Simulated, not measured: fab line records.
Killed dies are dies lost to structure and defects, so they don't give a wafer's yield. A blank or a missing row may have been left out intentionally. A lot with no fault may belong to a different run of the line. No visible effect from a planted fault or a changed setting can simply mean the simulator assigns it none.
Problem report in the 8D (eight disciplines) form, filled by code -- flow sky130 -- the parts of the form that need people (team, actions taken, sign-off) are left out

1. THE PROBLEM
SKY_LDD_HVN_IMPLANT_08, beam-on-s: mean 11.43 s over 1 wafer from 1 lot; wafers with no fault: 9.99 s, standard deviation 0.22. That is +6.5 standard deviations from the usual mean.
First observed at day 25 00:17: wafer L685.4, on implanter-03. Wafers with a number at this step in the record: 37, from 13 lots. Rule for "out" (also "out of limits"): further than 4 standard deviations from the usual mean. The rest of the wafers with a number are treated as sound.

2. WHAT IT IS, WHAT IT ISN'T
question,is,is not
which readings at this step,"beam-on-s, faraday-current-uA",-
which lots,L685,"L673, L674, L675, L676, L677, L678, L679, L688, L689, L692, L693, L695"
which wafers of those lots,all that have a number,-
read on which tools,implanter-03,"implanter-01, implanter-04"
when,from day 25 00:17,"up to then (21 sound wafers); but 15 sound wafers of L688, L689, L692, L693, L695 came after"

3. SUSPECTS, AND WHAT RULES EACH OUT
Counting: any tool at a process step up to the reading is kept as a suspect provided that every lot that is out went through it and no sound lot did after the first of them.
- implanter-03 at SKY_LDD_HVN_IMPLANT_08: ruled out as a lasting fault. Following L685 (day 25 00:17), the first lot on it that is out, the sound lots L693 were run on it.
Left after counting: nothing in the record.

4. THE CAUSE (what the simulator had put in)
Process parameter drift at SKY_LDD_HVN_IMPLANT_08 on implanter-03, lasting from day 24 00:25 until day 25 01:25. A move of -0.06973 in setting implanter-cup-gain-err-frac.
Counting ruled it out, wrongly.

5. THE CHAIN OF EFFECTS, in route order
One row per reading whose mean, taken over the struck wafers that have a number, lies over 3 standard deviations from the usual. Only readings for which the record gives a usual standard deviation are gone through. hours: the time from each lot's start at the first step in this table that gives one to its start at this step, as a median over the lots. sigmas: the change in usual standard deviations.
hours,step,reading,usual,on struck wafers,change,sigmas
0,SKY_LDD_HVN_IMPLANT_08,beam-on-s,9.99 s,11.43,+1.44,+6.5
0,SKY_LDD_HVN_IMPLANT_08,faraday-current-uA,169,148,-21,-5.7
Here are the process steps it includes:
- SKY_LDD_HVN_IMPLANT_08
Later measuring or inspecting steps at which every struck wafer that the step has a row for has a number for every such reading, and none has moved that far: SKY_LDD_HVP_OVL_MEAS_07, SKY_SPACER_THK_MEAS_01.

6. WHAT WOULD HAVE CAUGHT IT SOONER
24 hours passed between the start of the fault at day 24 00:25 and the first reading out of limits in this record, taken at day 25 00:17.
